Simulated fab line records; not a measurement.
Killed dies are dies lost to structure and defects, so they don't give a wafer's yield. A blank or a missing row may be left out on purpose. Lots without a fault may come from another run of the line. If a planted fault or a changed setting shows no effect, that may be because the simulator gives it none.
fab line records	flow gf180mcu
record: lots: 12	wafers: 36	last-day: 34
route steps=602 shown STI@14 DNWELL@41 LVPWELL@65 VT_IMPLANT@100
lots untouched by any fault: they come from a run of this same line in which no faults occurred
start-h: start of the lot's first displayed wafer, in hours after the record's first day	wait-h: time in hours since the lot's previous step	" same as the row above	L1.1+2: a row that stands for several wafers	- no value, or no start was given	* or withheld: withheld	< > ~ a bound
route shown NAME@n: a module of which the file shows steps, and the number in the route of the first	usual: average and standard deviation across the fault-free wafers	same: alike in all rows	chamber/n: place in a boat	sites: per-site readings	_std_site: standard deviation of those values	_edge_site: outer sites' mean less inner sites'	radius-mm: for every site, how far away it sits from the centre of the wafer	mask NAME#n: copy n	behind: the last tool/chamber to shape the wafer	hold: why the lot was held/for how many hours/how that ended	device: the transistor (n, p or np) that didn't switch	end of line: the route-end tests of the same wafers	for a step that has no rows: nothing shown but its recipe	killed: at the first sort, the dies lost to defects and structure; wafer yield is something else	map: per-die view of a wafer (x killed, . not killed, _ where there is no die)
set.NAME: the setting as run; set.NAME@STEP: as run at that earlier step	model.NAME: the simulator's own value behind a step, which no gauge read
a sample of lots followed through the steps of the route, with each step as a table and each wafer as a row
services: when a tool's chamber went out of use (start-h, in hours from the record's first day, below 0 if earlier), for how many hours, and the reason
== steps ==
step: GF_STI_ETCH_13
recipe: chemistry: CHF3/O2	stop-on: Si	over-etch-frac: 0.3	target-depth-a: 2823.1	source-w: 600	bias-w: 200	pressure-mtorr: 40	chf3-flow-sccm: 50	O2_flow_sccm: 5	time-s: 112.9
usual: drypump-motor-current-A: 5.7/0.53	oes-product-au: 0.836/0.005	over-etch-frac: 0.3/0	rf-fwd-power-W: 596.7/2	throttle-valve-pct: 8.810/0.0086
same: time-s: 112.9
lot.wafer	tool	chamber	start-h	wait-h	drypump-motor-current-A	oes-product-au	over-etch-frac	rf-fwd-power-W	rf-hours-counter-h	throttle-valve-pct
L112.1	rie-diel-01	1	25.10	0.1	6.3	0.835	0.3	596.6	14	8.813
L112.3	"	2	"	"	4.8	0.830	0.3	599.6	77	8.812
L112.5	"	3	"	"	5.5	0.838	0.3	598.8	-	8.812
L113.1	rie-diel-01	1	30.07	0.1	6.4	0.845	0.3	594.4	14	8.813
L113.2	"	0	"	"	5.6	0.837	0.3	597.4	101	8.820
L113.4	"	2	"	"	4.7	0.839	0.3	597.4	77	8.793
L114.2	rie-diel-04	2	35.20	0.1	5.8	0.835	0.3	596.4	141	8.806
L114.3	"	0	"	"	6.3	0.837	0.3	596.0	157	8.819
L114.5	"	1	"	"	5.7	0.837	0.3	599.3	-	8.809
L115.3	rie-diel-03	3	40.90	0.1	4.6	0.836	0.3	596.5	142	8.795
L115.4	"	0	"	"	5.7	0.838	0.3	595.2	121	8.819
L115.6	"	0	"	"	5.8	0.843	0.3	596.7	-	8.806
L117.2	rie-diel-03	3	50.30	0.1	4.6	0.843	0.3	596.5	142	8.817
L117.5	"	3	"	"	4.7	0.836	0.3	597.1	-	8.819
L117.6	"	0	"	"	5.8	0.838	0.3	594.5	-	8.820
L118.2	rie-diel-03	0	56.17	0.1	5.7	0.833	0.3	595.8	122	8.788
L118.4	"	1	"	"	6.2	0.840	0.3	598.8	139	8.814
L118.6	"	2	"	"	5.8	0.838	0.3	597.6	-	8.804
L120.3	rie-diel-03	1	66.94	0.1	6.2	0.834	0.3	598.2	-	8.796
L120.4	"	2	"	"	5.8	0.839	0.3	596.5	-	8.817
L120.5	"	2	"	"	5.8	0.835	0.3	595.2	-	8.814
L123.1	rie-diel-01	1	83.52	0.1	6.3	0.835	0.3	595.9	15	8.812
L123.5	"	0	"	"	5.6	0.836	0.3	594.8	-	8.816
L123.6	"	1	"	"	6.3	0.840	0.3	592.5	-	8.812
L126.2	rie-diel-03	2	98.02	0.1	5.8	0.756	0.54353	596.2	88	8.802
L126.3	"	1	"	"	6.2	0.838	0.3	593.8	140	8.811
L126.5	"	0	"	"	5.8	0.833	0.3	599.1	-	8.800
L131.1	rie-diel-04	2	122.40	0.1	5.7	0.837	0.3	596.5	143	8.813
L131.4	"	1	"	"	5.7	0.839	0.3	593.4	109	8.806
L131.5	"	3	"	"	5.6	0.835	0.3	597.4	-	8.798
L133.3	rie-diel-04	2	138.40	0.1	5.7	0.833	0.3	596.3	143	8.823
L133.4	"	2	"	"	5.7	0.828	0.3	599.4	-	8.789
L133.5	"	0	"	"	6.3	0.823	0.3	594.9	-	8.819
L135.1	rie-diel-04	2	147.50	0.1	5.7	0.831	0.3	596.6	144	8.820
L135.3	"	3	"	"	5.6	0.826	0.3	598.7	0	8.805
L135.4	"	2	"	"	5.7	0.838	0.3	596.2	-	8.821
step: GF_STI_STRIP_15
recipe: chemistry: O2/N2	power-w: 1400	pressure-mtorr: 1500	platen-temp-c: 250	o2-flow-sccm: 3000	n2-flow-sccm: 300	overash-fraction: 0.5
usual: drypump-motor-current-A: 5.6/0.38	heater-power-w: 323/31	n2-flow-sccm: 300.1/0.89	oes-product-au: 0.383/0.0047	strip-time-to-endpoint-s: 3.71/0.055
lot.wafer	tool	chamber	start-h	wait-h	drypump-motor-current-A	heater-power-w	n2-flow-sccm	oes-product-au	rf-hours-counter-h	strip-time-to-endpoint-s
L112.1	plasma-asher-02	0	25.26	0.0	5.3	328	299.8	0.386	13	3.74
L112.3	"	1	"	"	5.0	366	300.5	0.384	-	3.66
L112.5	"	1	"	"	5.0	366	301.6	0.380	-	3.68
L113.1	plasma-asher-03	0	30.22	0.0	6.1	262	300.5	0.375	39	3.70
L113.2	"	1	"	"	5.8	336	300.3	0.392	39	3.75
L113.4	"	1	"	"	5.8	336	300.1	0.387	-	3.73
L114.2	plasma-asher-03	0	35.36	0.0	6.1	262	300.6	0.385	39	3.65
L114.3	"	0	"	"	6.1	269	301.5	0.393	-	3.79
L114.5	"	1	"	"	5.8	334	299.9	0.380	-	3.69
L115.3	plasma-asher-03	0	41.09	0.1	6.1	271	300.4	0.377	-	3.73
L115.4	"	1	"	"	5.8	331	300.9	0.383	-	3.75
L115.6	"	0	"	"	6.1	267	299.3	0.391	-	3.78
L117.2	plasma-asher-01	0	50.45	0.0	5.8	335	299.1	0.388	45	3.76
L117.5	"	1	"	"	5.8	328	299.9	0.388	-	3.78
L117.6	"	0	"	"	5.9	335	299.9	0.386	-	3.81
L118.2	plasma-asher-03	1	56.32	0.0	5.8	335	299.1	0.384	41	3.76
L118.4	"	1	"	"	5.7	337	300.9	0.382	-	3.70
L118.6	"	1	"	"	5.8	331	300.5	0.383	-	3.60
L120.3	plasma-asher-01	1	67.13	0.1	5.9	341	300.7	0.385	-	3.75
L120.4	"	0	"	"	5.8	335	301.0	0.381	-	3.60
L120.5	"	1	"	"	5.8	334	300.7	0.378	-	3.58
L123.1	plasma-asher-02	0	83.67	0.0	5.3	324	300.2	0.383	20	3.69
L123.5	"	1	"	"	5.0	365	299.7	0.393	-	3.74
L123.6	"	0	"	"	5.3	318	301.4	0.393	-	3.71
L126.2	plasma-asher-03	1	98.17	0.0	5.7	331	299.5	0.357	45	3.08
L126.3	"	1	"	"	5.8	339	298.7	0.388	-	3.75
L126.5	"	1	"	"	5.8	328	300.4	0.382	-	3.73
L131.1	plasma-asher-02	0	122.55	0.0	5.3	324	300.3	0.377	24	3.70
L131.4	"	0	"	"	5.3	318	297.8	0.379	-	3.71
L131.5	"	0	"	"	5.3	324	300.1	0.391	-	3.80
L133.3	plasma-asher-01	0	138.59	0.1	5.8	336	301.0	0.397	-	3.71
L133.4	"	1	"	"	5.8	324	302.0	0.386	-	3.73
L133.5	"	0	"	"	5.8	341	300.7	0.383	-	3.77
L135.1	plasma-asher-02	0	147.65	0.0	5.3	312	300.9	0.379	27	3.73
L135.3	"	1	"	"	5.0	367	300.1	0.385	-	3.78
L135.4	"	0	"	"	5.3	313	299.4	0.384	-	3.74
step: GF_DNWELL_TW_MEAS_09
usual: DNWELL_TW: 1369/9.6
lot.wafer	tool	chamber	start-h	wait-h	DNWELL_TW
L112.1	film-metro-01	-	43.43	0.1	1380
L112.3	"	-	"	"	1375
L112.5	"	-	"	"	1383
L113.1	film-metro-01	-	47.83	0.1	1379
L113.2	"	-	"	"	1375
L113.4	"	-	"	"	1380
L114.2	film-metro-04	-	52.74	0.1	1379
L114.3	"	-	"	"	1381
L114.5	"	-	"	"	1381
L115.3	film-metro-03	-	59.63	0.1	1351
L115.4	"	-	"	"	1354
L115.6	"	-	"	"	1357
L117.2	film-metro-03	-	67.99	0.1	1362
L117.5	"	-	"	"	1350
L117.6	"	-	"	"	1345
L118.2	film-metro-03	-	74.69	0.1	1354
L118.4	"	-	"	"	1349
L118.6	"	-	"	"	1348
L120.3	film-metro-04	-	86.53	0.1	1371
L120.4	"	-	"	"	1370
L120.5	"	-	"	"	1366
L123.1	film-metro-04	-	102.58	0.1	1363
L123.5	"	-	"	"	1373
L123.6	"	-	"	"	1373
L126.2	film-metro-04	-	117.99	0.1	1378
L126.3	"	-	"	"	1378
L126.5	"	-	"	"	1381
L131.1	film-metro-01	-	143.48	0.1	1382
L131.4	"	-	"	"	1372
L131.5	"	-	"	"	1384
L133.3	film-metro-04	-	160.10	0.1	1378
L133.4	"	-	"	"	1367
L133.5	"	-	"	"	1379
L135.1	film-metro-01	-	170.96	0.1	1367
L135.3	"	-	"	"	1368
L135.4	"	-	"	"	1377
step: GF_LVPWELL_TW_MEAS_11
usual: LVPWELL_TW: 564/3.3
lot.wafer	tool	chamber	start-h	wait-h	LVPWELL_TW
L112.1	film-metro-04	-	69.82	0.1	566
L112.3	"	-	"	"	563
L112.5	"	-	"	"	565
L113.1	film-metro-04	-	75.87	0.1	567
L113.2	"	-	"	"	565
L113.4	"	-	"	"	566
L114.2	film-metro-04	-	79.23	0.1	567
L114.3	"	-	"	"	565
L114.5	"	-	"	"	568
L115.3	film-metro-02	-	87.32	0.1	560
L115.4	"	-	"	"	561
L115.6	"	-	"	"	564
L117.2	film-metro-04	-	95.99	0.1	564
L117.5	"	-	"	"	566
L117.6	"	-	"	"	565
L118.2	film-metro-04	-	103.13	0.1	565
L118.4	"	-	"	"	565
L118.6	"	-	"	"	567
L120.3	film-metro-03	-	115.54	0.1	559
L120.4	"	-	"	"	562
L120.5	"	-	"	"	559
L123.1	film-metro-03	-	132.37	0.1	564
L123.5	"	-	"	"	564
L123.6	"	-	"	"	562
L126.2	film-metro-04	-	148.23	0.1	567
L126.3	"	-	"	"	566
L126.5	"	-	"	"	566
L131.1	film-metro-04	-	176.12	0.1	562
L131.4	"	-	"	"	564
L131.5	"	-	"	"	561
L133.3	film-metro-03	-	193.30	0.1	560
L133.4	"	-	"	"	560
L133.5	"	-	"	"	560
L135.1	film-metro-03	-	206.22	0.1	559
L135.3	"	-	"	"	561
L135.4	"	-	"	"	562
step: GF_VT_IMPLANT_TW_MEAS_10
usual: VT_IMPLANT_TW: 572/3.5
lot.wafer	tool	chamber	start-h	wait-h	VT_IMPLANT_TW
L112.1	film-metro-02	-	113.43	0.1	564
L112.3	"	-	"	"	566
L112.5	"	-	"	"	567
L113.1	film-metro-04	-	120.30	0.1	577
L113.2	"	-	"	"	570
L113.4	"	-	"	"	570
L114.2	film-metro-01	-	122.28	0.1	574
L114.3	"	-	"	"	573
L114.5	"	-	"	"	572
L115.3	film-metro-04	-	130.39	0.1	571
L115.4	"	-	"	"	570
L115.6	"	-	"	"	571
L117.2	film-metro-04	-	139.11	0.1	571
L117.5	"	-	"	"	571
L117.6	"	-	"	"	574
L118.2	film-metro-01	-	148.16	0.1	575
L118.4	"	-	"	"	576
L118.6	"	-	"	"	572
L120.3	film-metro-04	-	160.20	0.1	568
L120.4	"	-	"	"	570
L120.5	"	-	"	"	569
L123.1	film-metro-02	-	180.41	0.1	575
L123.5	"	-	"	"	574
L123.6	"	-	"	"	571
L126.2	film-metro-02	-	196.94	0.1	575
L126.3	"	-	"	"	573
L126.5	"	-	"	"	573
L131.1	film-metro-04	-	229.51	0.1	566
L131.4	"	-	"	"	563
L131.5	"	-	"	"	569
L133.3	film-metro-01	-	248.32	0.1	573
L133.4	"	-	"	"	571
L133.5	"	-	"	"	573
L135.1	film-metro-01	-	260.83	0.1	569
L135.3	"	-	"	"	570
L135.4	"	-	"	"	572
== services ==
tool	chamber	start-h	hours	kind
rie-diel-01	-	2.67	0.4	repair
rie-diel-04	-	20.51	0.6	repair
plasma-asher-03	-	27.04	1.9	repair
rie-diel-03	2	42.41	2.5	repair
rie-diel-03	3	59.14	10.7	repair
plasma-asher-03	-	60.07	7.1	repair
rie-diel-03	0	63.65	14.3	repair
rie-diel-04	2	97.43	6.7	repair
rie-diel-04	-	97.88	0.2	repair
rie-diel-03	-	103.16	2.8	pm
rie-diel-03	0	106.53	11.6	repair
rie-diel-04	1	108.56	7.2	repair
plasma-asher-03	-	109.71	1.4	repair
rie-diel-04	3	123.03	-	clean
rie-diel-04	3	123.03	15.5	scheduled-down
rie-diel-04	3	123.03	15.5	vent-cycle
rie-diel-03	0	124.75	10.2	repair
rie-diel-04	0	138.50	-	clean
rie-diel-04	0	138.50	19.4	scheduled-down
rie-diel-04	0	138.50	19.4	vent-cycle
== key ==
first-sign: step: GF_STI_ETCH_13	reading: over-etch-frac	direction: up	sigmas: 99+	usual: 0.3	struck: 0.54353
effect: step: GF_STI_ETCH_13	reading: oes-product-au	direction: down	sigmas: 16	usual: 0.836	struck: 0.756
effect: step: GF_STI_STRIP_15	reading: strip-time-to-endpoint-s	direction: down	sigmas: 12	usual: *	struck: *
met-at GF_STI_ETCH_13
struck-lots L126
struck-wafers L126.2
tester-left-out L126
not-acting-at GF_DNWELL_TW_MEAS_09,GF_LVPWELL_TW_MEAS_11,GF_VT_IMPLANT_TW_MEAS_10
onset-between 66.94 98.02
fault: kind: process-parameter-drift	tool: rie-diel-03	chamber: 2	onset-h: 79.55	steps: GF_STI_ETCH_13	channel: over-etch-frac	offset: 0.24353	shape: step	end-h: 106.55	stated: 0.3
tester-left-out: of these lots the tester's yield and bins aren't shown, on N5 and GAA mostly nor the transistor test; their killed dies are dies lost to structure and defects alone, not to doping, threshold or leakage, so they don't give the yield
